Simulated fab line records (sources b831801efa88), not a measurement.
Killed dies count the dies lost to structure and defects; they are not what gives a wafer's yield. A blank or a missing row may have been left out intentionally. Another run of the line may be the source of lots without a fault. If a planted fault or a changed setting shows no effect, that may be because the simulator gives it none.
fab line records    flow sky130
record lots=14  wafers=42  last_day=50
route steps=708 shown LI_CONTACT@382 CAP2M@607 METAL5@662 PAD_OPEN@708
lots that met no fault: from a run of the same line without faults
start_h: hours from the record's opening day to when the first of the lot's shown wafers began    wait_h: hours from the lot's prior step to this one    " repeats the value in the row above    L1.1+2: a row that stands for several wafers    - no value present, or no start provided    * or withheld: withheld    < > ~ a bound
route shown NAME@n: NAME is a module with steps in the file, n the number in the route of the first one    usual: average and standard deviation across the fault-free wafers    same: alike in all rows    chamber/n: place in a boat    sites: readings site by site    _std_site: the standard deviation of these    _edge_site: outer sites' mean less inner sites'    radius_mm: how far each site lies from the wafer's centre    mask NAME#n: copy n    behind: the last tool/chamber to shape the wafer    hold: why the lot was held/for how many hours/how that ended    device: the n, p or np transistor that did not switch    end of line: the same wafers' tests at the end of the route    a step with no rows: only its recipe    killed: at the first sort, the dies lost to defects and structure; wafer yield is something else    map: a wafer's dies, x killed, . not, _ none there
set.NAME: the setting the step ran with; set.NAME@STEP: the setting that earlier step ran with    model.NAME: the simulator's own value behind a step, which no gauge read
the route's steps for a sample of lots (tables are steps, rows are wafers)
services: when a tool's chamber went out of use (start_h, in hours from the record's first day, below 0 if earlier), for how many hours, and the reason
## steps
# step SKY_LI_CONTACT_SPUTTER_20
# recipe material=TiN  target_thk_nm=20  chamber_pressure_pa=5  power_w=4000  time_s=80
# usual throttle_valve_pct=29.6/1.1
lot.wafer  tool            chamber  start_h  wait_h  throttle_valve_pct
L521.1     pvd_sputter-02  -        685.15   0.0     30.4
L521.3     "               -        "        "       29.5
L521.6     "               -        "        "       29.7
L522.3     pvd_sputter-02  -        705.62   0.0     30.2
L522.4     "               -        "        "       31.1
L522.6     "               -        "        "       31.1
L524.2     pvd_sputter-02  -        708.00   0.0     30.4
L524.3     "               -        "        "       29.7
L524.5     "               -        "        "       30.2
L523.1     pvd_sputter-04  -        713.38   0.0     29.9
L523.4     "               -        "        "       28.9
L523.5     "               -        "        "       30.1
L525.1     pvd_sputter-02  -        732.21   0.0     28.9
L525.4     "               -        "        "       30.1
L525.5     "               -        "        "       29.4
L526.1     pvd_sputter-02  -        748.38   0.0     28.9
L526.4     "               -        "        "       31.3
L526.6     "               -        "        "       29.6
L528.2     pvd_sputter-03  -        750.58   0.0     30.9
L528.3     "               -        "        "       31.2
L528.6     "               -        "        "       27.6
L527.1     pvd_sputter-03  -        755.73   0.0     28.9
L527.2     "               -        "        "       30.6
L527.5     "               -        "        "       31.0
L529.1     pvd_sputter-04  -        756.42   0.0     29.0
L529.2     "               -        "        "       30.4
L529.6     "               -        "        "       29.1
L534.1     pvd_sputter-03  -        805.90   0.0     30.5
L534.2     "               -        "        "       31.0
L534.6     "               -        "        "       31.1
L536.3     pvd_sputter-04  -        807.95   0.0     29.6
L536.4     "               -        "        "       29.1
L536.5     "               -        "        "       28.5
L535.1     pvd_sputter-04  -        809.07   0.0     28.9
L535.4     "               -        "        "       30.0
L535.6     "               -        "        "       28.3
L539.1     pvd_sputter-04  -        826.27   0.0     30.0
L539.5     "               -        "        "       28.4
L539.6     "               -        "        "       29.2
L540.1     pvd_sputter-03  -        836.62   0.0     27.6
L540.3     "               -        "        "       28.8
L540.4     "               -        "        "       30.8
# step SKY_CAP2M_THK_MEAS_04
# recipe thk_meas_gauge=xrf  reads=TiN_of_CAP2M_SPUTTER_02
# usual CAP2M_TIN_THK=201.3/2.5
lot.wafer  tool           chamber  start_h  wait_h  CAP2M_TIN_THK[nm]
L521.1     film_metro-01  -        938.81   0.1     205.7
L521.3     "              -        "        "       206.5
L521.6     "              -        "        "       207.3
L522.3     film_metro-04  -        955.85   0.1     199.2
L522.4     "              -        "        "       199.5
L522.6     "              -        "        "       200.0
L524.2     film_metro-01  -        957.96   0.1     204.5
L524.3     "              -        "        "       203.7
L524.5     "              -        "        "       205.2
L523.1     film_metro-04  -        962.61   0.1     199.1
L523.4     "              -        "        "       201.2
L523.5     "              -        "        "       200.4
L525.1     film_metro-03  -        980.62   0.1     202.4
L525.4     "              -        "        "       200.5
L525.5     "              -        "        "       200.2
L526.1     film_metro-04  -        994.74   0.1     202.7
L526.4     "              -        "        "       200.9
L526.6     "              -        "        "       198.9
L528.2     film_metro-03  -        995.70   0.1     203.2
L528.3     "              -        "        "       200.4
L528.6     "              -        "        "       199.0
L527.1     film_metro-04  -        999.28   0.1     199.9
L527.2     "              -        "        "       199.7
L527.5     "              -        "        "       200.1
L529.1     film_metro-03  -        999.95   0.1     203.9
L529.2     "              -        "        "       200.3
L529.6     "              -        "        "       200.3
L534.1     film_metro-01  -        1043.70  0.1     201.0
L534.2     "              -        "        "       202.7
L534.6     "              -        "        "       201.9
L536.3     film_metro-04  -        1045.16  0.1     199.2
L536.4     "              -        "        "       198.2
L536.5     "              -        "        "       201.3
L535.1     film_metro-04  -        1047.01  0.1     200.3
L535.4     "              -        "        "       197.7
L535.6     "              -        "        "       202.2
L539.1     film_metro-04  -        1060.32  0.1     200.8
L539.5     "              -        "        "       199.1
L539.6     "              -        "        "       200.6
L540.1     film_metro-01  -        1069.53  0.1     202.5
L540.3     "              -        "        "       203.5
L540.4     "              -        "        "       206.3
# step SKY_METAL5_SPUTTER_01
# recipe material=TiN  target_thk_nm=20  power_w=6500  time_s=16.7  chamber_pressure_pa=0.4
# usual throttle_valve_pct=29.7/1.1
lot.wafer  tool            chamber  start_h  wait_h  throttle_valve_pct
L521.1     pvd_sputter-01  -        1013.28  0.0     28.2
L521.3     "               -        "        "       30.3
L521.6     "               -        "        "       28.5
L522.3     pvd_sputter-01  -        1029.27  0.0     28.3
L522.4     "               -        "        "       28.3
L522.6     "               -        "        "       28.3
L524.2     pvd_sputter-02  -        1029.54  0.0     30.2
L524.3     "               -        "        "       28.9
L524.5     "               -        "        "       29.5
L523.1     pvd_sputter-04  -        1035.50  0.0     29.0
L523.4     "               -        "        "       28.4
L523.5     "               -        "        "       29.7
L525.1     pvd_sputter-02  -        1052.28  0.0     30.4
L525.4     "               -        "        "       31.5
L525.5     "               -        "        "       30.3
L526.1     pvd_sputter-01  -        1064.12  0.0     28.4
L526.4     "               -        "        "       31.4
L526.6     "               -        "        "       31.2
L528.2     pvd_sputter-01  -        1065.45  0.0     30.5
L528.3     "               -        "        "       28.3
L528.6     "               -        "        "       28.4
L527.1     pvd_sputter-01  -        1069.05  0.0     30.3
L527.2     "               -        "        "       31.3
L527.5     "               -        "        "       28.6
L529.1     pvd_sputter-02  -        1070.39  0.0     29.5
L529.2     "               -        "        "       29.1
L529.6     "               -        "        "       29.5
L534.1     pvd_sputter-02  -        1108.96  0.0     29.0
L534.2     "               -        "        "       31.4
L534.6     "               -        "        "       29.4
L536.3     pvd_sputter-04  -        1110.96  0.0     29.1
L536.4     "               -        "        "       29.2
L536.5     "               -        "        "       28.9
L535.1     pvd_sputter-01  -        1111.74  0.0     30.1
L535.4     "               -        "        "       31.2
L535.6     "               -        "        "       30.3
L539.1     pvd_sputter-01  -        1124.40  0.0     30.3
L539.5     "               -        "        "       31.4
L539.6     "               -        "        "       30.1
L540.1     pvd_sputter-04  -        1134.17  0.0     28.1
L540.3     "               -        "        "       29.1
L540.4     "               -        "        "       29.8
# step SKY_METAL5_SPUTTER_04
# recipe material=TiN  target_thk_nm=70  power_w=6500  time_s=58.3  chamber_pressure_pa=0.4
# usual throttle_valve_pct=29.7/1
lot.wafer  tool            chamber  start_h  wait_h  throttle_valve_pct
L521.1     pvd_sputter-01  -        1013.38  0.0     28.4
L521.3     "               -        "        "       30.3
L521.6     "               -        "        "       28.4
L522.3     pvd_sputter-01  -        1029.37  0.0     28.4
L522.4     "               -        "        "       28.2
L522.6     "               -        "        "       28.4
L524.2     pvd_sputter-02  -        1029.63  0.0     30.4
L524.3     "               -        "        "       29.0
L524.5     "               -        "        "       29.6
L523.1     pvd_sputter-04  -        1035.59  0.0     29.0
L523.4     "               -        "        "       28.5
L523.5     "               -        "        "       29.5
L525.1     pvd_sputter-02  -        1052.37  0.0     30.6
L525.4     "               -        "        "       31.1
L525.5     "               -        "        "       30.3
L526.1     pvd_sputter-01  -        1064.21  0.0     28.3
L526.4     "               -        "        "       31.5
L526.6     "               -        "        "       31.2
L528.2     pvd_sputter-01  -        1065.55  0.0     30.1
L528.3     "               -        "        "       28.6
L528.6     "               -        "        "       28.4
L527.1     pvd_sputter-01  -        1069.15  0.0     30.2
L527.2     "               -        "        "       31.4
L527.5     "               -        "        "       28.1
L529.1     pvd_sputter-02  -        1070.48  0.0     29.5
L529.2     "               -        "        "       29.2
L529.6     "               -        "        "       29.5
L534.1     pvd_sputter-02  -        1109.05  0.0     29.2
L534.2     "               -        "        "       31.3
L534.6     "               -        "        "       29.5
L536.3     pvd_sputter-04  -        1111.05  0.0     29.0
L536.4     "               -        "        "       29.7
L536.5     "               -        "        "       28.7
L535.1     pvd_sputter-01  -        1111.83  0.0     30.1
L535.4     "               -        "        "       31.5
L535.6     "               -        "        "       30.3
L539.1     pvd_sputter-01  -        1124.49  0.0     30.0
L539.5     "               -        "        "       31.2
L539.6     "               -        "        "       30.4
L540.1     pvd_sputter-04  -        1134.27  0.0     28.4
L540.3     "               -        "        "       29.0
L540.4     "               -        "        "       29.4
# step SKY_PAD_OPEN_PROBE_99
# usual killed_at_M0_to_M3=44/7.4  killed_at_M4_up=3.2/2  killed_at_contacts=24/5.1  killed_at_front_end=15/4.8  killed_at_other=0.2/0.46  killed_dies=86/10  killed_open=47/7.5  killed_short=39/7
# same gross_dies=492  killed_at_back_side=0
lot.wafer  tool       chamber  start_h  wait_h  killed_at_M0_to_M3  killed_at_M4_up  killed_at_contacts  killed_at_front_end  killed_at_other  killed_dies  killed_open  killed_short
L535.1     prober-01  -        1172.58  0.1     37                  2                74                  20                   0                133          42           32
L535.4     prober-01  -        1172.73  0.2     50                  0                44                  21                   0                115          45           47
L535.6     prober-01  -        1172.83  0.2     35                  5                77                  8                    1                126          34           27
L539.1     prober-02  -        1182.77  0.1     50                  4                48                  11                   1                114          48           43
L539.5     prober-02  -        1182.97  0.2     43                  3                84                  10                   0                140          47           32
L539.6     prober-02  -        1183.02  0.2     46                  0                82                  14                   0                142          47           38
# killed by level:class
L535.1 LI_CONTACT:unspecified=59 VIA1:geometric_particle:open=9 LI_CONTACT:geometric_particle:open=6 FIELD_ISO:geometric_particle:short=5 FIELD_ISO:geometric_particle:open=5 POLY_GATE:geometric_particle:open=5 METAL1:geometric_particle:short=5 VIA3:geometric_particle:open=5
L535.4 LI_CONTACT:unspecified=23 VIA1:geometric_particle:open=14 METAL2:geometric_particle:short=7 LI_CONTACT:geometric_particle:open=7 FIELD_ISO:geometric_particle:open=6 VIA3:geometric_particle:open=5 CONTACT:geometric_particle:short=5 METAL1:geometric_particle:short=5
L535.6 LI_CONTACT:unspecified=65 VIA1:geometric_particle:open=9 CONTACT:geometric_particle:open=7 VIA3:geometric_particle:open=6 VIA2:geometric_particle:open=5 METAL2:geometric_particle:short=4 METAL4:geometric_particle:short=4 METAL3:geometric_particle:short=3
L539.1 LI_CONTACT:unspecified=23 VIA1:geometric_particle:open=11 CONTACT:geometric_particle:open=10 VIA1:geometric_particle:short=8 LOCAL_INTERCONNECT:geometric_particle:short=7 POLY_GATE:geometric_particle:open=6 METAL2:geometric_particle:short=6 VIA2:geometric_particle:open=6
L539.5 LI_CONTACT:unspecified=61 VIA1:geometric_particle:open=11 LI_CONTACT:geometric_particle:open=9 CONTACT:geometric_particle:open=8 VIA2:geometric_particle:open=7 METAL1:geometric_particle:short=6 METAL2:geometric_particle:short=5 METAL3:geometric_particle:short=4
L539.6 LI_CONTACT:unspecified=57 VIA1:geometric_particle:open=13 CONTACT:geometric_particle:open=10 METAL3:geometric_particle:short=6 LI_CONTACT:geometric_particle:short=5 METAL2:geometric_particle:short=5 VIA3:geometric_particle:open=5 FIELD_ISO:geometric_particle:short=4
## services
tool            chamber  start_h  hours  kind
pvd_sputter-01  -        668.58   0.7    repair
pvd_sputter-01  1        670.96   -      consumable_replace:kit
pvd_sputter-01  1        670.96   18.0   scheduled_down
pvd_sputter-01  1        670.96   18.0   vent_cycle
pvd_sputter-03  -        691.45   30.1   repair
pvd_sputter-01  -        729.11   5.1    repair
pvd_sputter-03  -        756.71   6.4    repair
pvd_sputter-03  -        766.97   2.8    repair
pvd_sputter-04  -        780.91   9.5    repair
pvd_sputter-02  -        798.21   108.1  repair
pvd_sputter-03  -        824.89   4.6    repair
pvd_sputter-01  -        862.72   5.0    repair
pvd_sputter-01  0        870.45   -      consumable_replace:kit
pvd_sputter-01  0        870.45   18.0   scheduled_down
pvd_sputter-01  0        870.45   18.0   vent_cycle
pvd_sputter-02  -        959.12   5.3    repair
pvd_sputter-01  3        1016.56  -      consumable_replace:kit
pvd_sputter-01  3        1016.56  18.0   scheduled_down
pvd_sputter-04  -        1017.32  0.9    repair
pvd_sputter-03  -        1044.63  1.0    repair
pvd_sputter-04  -        1060.28  27.0   repair
pvd_sputter-03  -        1095.03  0.6    repair
pvd_sputter-02  -        1110.58  10.9   repair
pvd_sputter-02  -        1123.22  4.9    repair
## key
first_sign step=SKY_PAD_OPEN_PROBE_99  reading=killed_at_contacts  direction=up  sigmas=8.8  usual=24  struck=68
effect step=SKY_PAD_OPEN_PROBE_99  reading=killed_dies  direction=up  sigmas=4.1  usual=86  struck=128
met_at SKY_LI_CONTACT_SPUTTER_20
struck_lots L535,L539
tester_left_out L535,L539
not_acting_at SKY_CAP2M_THK_MEAS_04,SKY_METAL5_SPUTTER_01,SKY_METAL5_SPUTTER_04
onset_between 807.95 809.07
fault kind=chamber_particle_source  tool=pvd_sputter-04  chamber=-  onset_h=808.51  steps=SKY_LI_CONTACT_SPUTTER_20  rate_per_visit_cm2=1.0843  end_h=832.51
# tester_left_out: of these lots the tester's yield and bins aren't shown, on N5 and GAA mostly nor the transistor test; their killed dies are dies lost to structure and defects alone, not to doping, threshold or leakage, so they don't give the yield
